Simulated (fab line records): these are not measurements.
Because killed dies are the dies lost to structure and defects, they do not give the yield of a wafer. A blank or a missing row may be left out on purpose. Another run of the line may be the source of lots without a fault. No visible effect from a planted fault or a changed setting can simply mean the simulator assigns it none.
A lot that was struck, set against a sound lot + flow sfq_line + 31 steps out of a route of 325
Sound: the wafers L900.1, L900.3, L900.6. Wafers L913.2, L913.5, L913.6 were the ones struck. The cause comes at the end.
Each step with rows lists, per side, the tool, then ch with its chambers, then its first start. Under that, the readings that differ: sound wafers + struck wafers + difference of the means + sigmas: that difference in standard deviations of wafers without a fault.
alike: a reading whose means differ by less than 2 such deviations, as well as words and numbers matching on both sides. not compared: withheld readings; readings where some wafer has no value; bounds like >300 that might hide an equal value; numbers whose values overlap and for which the record gives no deviation.
Wherever a step has rows on one side only, a row that says differs or no value, or a row with sigmas, the two part there. Numbers that don't overlap but have no deviation are shown without sigmas and don't part them. Lack of a reading on every wafer of one side parts them only where that side has two or more wafers.

SFQ_INCOMING_BOW_MEAS_900:
  struck on film_metro-02, day 4 03:01; sound on film_metro-02, day 1 10:00
  alike: INCOMING_BOW
then, 1 step without rows for these wafers: SFQ_TRILAYER_INCOMING_OXIDATION_002 (target thk 500 nm, ox time 4939 s).
SFQ_TRILAYER_L0_DEP_SPUTTER_003: material MoNx KI, target thk 40 nm, time 100 s.
  struck on pvd_sputter-06, day 4 05:29; sound on pvd_sputter-06, day 1 12:29
| reading                                                  | sound             | struck           | difference | sigmas |
|----------------------------------------------------------|-------------------|------------------|------------|--------|
| model.MoNx_KI_of_TRILAYER_L0_DEP_SPUTTER_003.thk_nm (nm) | 40.11 40.15 40.06 | 55.46 55.75 55.5 | +15.46     |        |
  alike: base_pressure_pa, throttle_valve_pct
SFQ_L0_RS_MEAS_901: measures by four-point-probe.
  struck on film_metro-02, day 4 05:52; sound on film_metro-01, day 1 12:34
| reading                | sound          | struck         | difference | sigmas |
|------------------------|----------------|----------------|------------|--------|
| L0_MONX_KI_RS (ohm/sq) | 43.5 43.5 43.5 | 31.3 31.2 31.3 | -12.2      | -31    |
  not compared: hold
SFQ_L0_THK_MEAS_902: measures by xrf.
  struck on film_metro-02, day 4 08:56; sound on film_metro-01, day 1 12:41
| reading             | sound          | struck         | difference | sigmas |
|---------------------|----------------|----------------|------------|--------|
| L0_MONX_KI_THK (nm) | 40.0 39.8 40.1 | 55.1 55.3 54.9 | +15.1      | +40    |
  not compared: hold
then, 5 steps without rows for these wafers: SFQ_TRILAYER_L0_LITHO_COAT_005 (resist thk 600 nm); SFQ_TRILAYER_L0_LITHO_SOFTBAKE_009; SFQ_TRILAYER_L0_LITHO_EXPOSE_006 (exposes mask L0, target cd 2000 nm); SFQ_TRILAYER_L0_LITHO_PEB_008 (peb time 60 s); SFQ_TRILAYER_L0_LITHO_DEVELOP_007 (time 60 s).
SFQ_TRILAYER_L0_BARC_OPEN_METAL_ETCH_010: etches BARC in O2, target depth 125 nm, time 41.7 s.
  sound on rie_metal-01 ch 0,1, day 2 13:13; struck on rie_metal-01 ch 0,1, day 5 09:17
  alike: drypump_motor_current_A, oes_product_au
  not compared: rf_hours_counter_h
SFQ_TRILAYER_L0_ETCH_METAL_ETCH_008: etches MoNx KI in SF6/O2, stops on SiO2, target depth 50 nm, time 25 s.
  sound on rie_metal-01 ch 0,1, day 2 13:17; struck on rie_metal-01 ch 0,1, day 5 09:21
| reading               | sound             | struck            | difference | sigmas |
|-----------------------|-------------------|-------------------|------------|--------|
| oes_product_au (a.u.) | 0.877 0.883 0.866 | 0.999 0.999 1.009 | +0.127     | +21    |
  alike: drypump_motor_current_A
  not compared: rf_hours_counter_h
SFQ_TRILAYER_L0_STRIP_STRIP_009: strips in O2.
  sound on rie_metal-01 ch 0,1, day 2 13:19; struck on rie_metal-01 ch 0,1, day 5 09:24
  alike: drypump_motor_current_A, oes_product_au
  not compared: rf_hours_counter_h
then, 1 step without rows for these wafers: SFQ_TRILAYER_L0_STRIP_SOLV_CLEAN_010 (cleans in NMP, time 600 s).
SFQ_TRILAYER_L0_CAP_PECVD_011: deposits SiO2 from SiH4/N2O, time 13.333 s, target thk 60 nm.
  sound on pecvd-02 ch 1,2, day 2 14:08; struck on pecvd-04 ch 1,2, day 5 10:10
  alike: heater_power_w, throttle_valve_pct
  not compared: since_wet_clean_h
then, 6 steps without rows for these wafers: SFQ_TRILAYER_L0_VIA_LITHO_COAT_018 (resist thk 62 nm); SFQ_TRILAYER_L0_VIA_LITHO_COAT_013 (resist thk 650 nm); SFQ_TRILAYER_L0_VIA_LITHO_SOFTBAKE_017; SFQ_TRILAYER_L0_VIA_LITHO_EXPOSE_014 (exposes mask L0V, target cd 700 nm); SFQ_TRILAYER_L0_VIA_LITHO_PEB_016 (peb time 60 s); SFQ_TRILAYER_L0_VIA_LITHO_DEVELOP_015 (time 60 s).
-- the record jumps here: 3 days lie between the struck wafers' starts before and after --
SFQ_L0V_OVL_MEAS_903:
  struck on overlay-02, day 8 16:31; sound on overlay-01, day 5 05:53
  alike: L0V_OVL
SFQ_TRILAYER_L0_VIA_BARC_OPEN_VIA_ETCH_021: etches BARC in O2, target depth 125 nm, time 41.7 s.
  sound on rie_diel-03 ch 0,1,2, day 5 05:55; struck on rie_diel-03 ch 1,2, day 8 16:32
  alike: drypump_motor_current_A, oes_product_au
  not compared: rf_hours_counter_h
then, 1 step without rows for these wafers: SFQ_TRILAYER_L0_VIA_ETCH_VIA_ETCH_016 (etches SiO2 in CHF3, stops on MoNx KI, target depth 80 nm).
SFQ_TRILAYER_L0_VIA_STRIP_STRIP_017: strips in O2.
  sound on rie_metal-04 ch 0,1, day 5 06:00; struck on rie_metal-02 ch 0,1, day 8 16:38
| reading               | sound             | struck            | difference | sigmas |
|-----------------------|-------------------|-------------------|------------|--------|
| oes_product_au (a.u.) | 1.007 1.027 1.014 | 0.996 1.000 0.996 | -0.019     | -2     |
  alike: drypump_motor_current_A
  not compared: rf_hours_counter_h
then, 3 steps without rows for these wafers: SFQ_TRILAYER_L0_VIA_STRIP_SOLV_CLEAN_018 (cleans in NMP, time 600 s); SFQ_TRILAYER_M0_DEP_PRE_CLEAN_020 (time 15 s); SFQ_TRILAYER_M0_DEP_SPUTTER_019 (material Nb, target thk 200 nm, time 133.3 s).
SFQ_M0_RS_MEAS_904: measures by four-point-probe.
  struck on film_metro-01, day 8 17:32; sound on film_metro-01, day 5 06:53
  alike: M0_NB_RS
then, 1 step without rows for these wafers: SFQ_TRILAYER_M0_LITHO_COAT_026 (resist thk 62 nm).
-- the record jumps here: 73 days lie between the struck wafers' starts before and after --
SFQ_M8_BOW_MEAS_951:
  struck on film_metro-01, day 82 04:08; sound on film_metro-03, day 68 17:29
| reading                       | sound             | struck            | difference | sigmas |
|-------------------------------|-------------------|-------------------|------------|--------|
| model.etest.l0.ohm_sq         | 43.39 43.35 43.45 | 31.38 31.22 31.36 | -12.08     |        |
| model.etest.l0.comb_log10_ohm | 12 12 12          | 0 0 0             | -12        |        |
  alike: M8_BOW

== WHERE THEY PART ==
First at SFQ_L0_RS_MEAS_901; last, within this record, at SFQ_TRILAYER_L0_VIA_STRIP_STRIP_017. Later steps at which nothing parts them and some readings are alike: SFQ_M0_RS_MEAS_904, SFQ_M8_BOW_MEAS_951.

WHY: what had been put in by the simulator
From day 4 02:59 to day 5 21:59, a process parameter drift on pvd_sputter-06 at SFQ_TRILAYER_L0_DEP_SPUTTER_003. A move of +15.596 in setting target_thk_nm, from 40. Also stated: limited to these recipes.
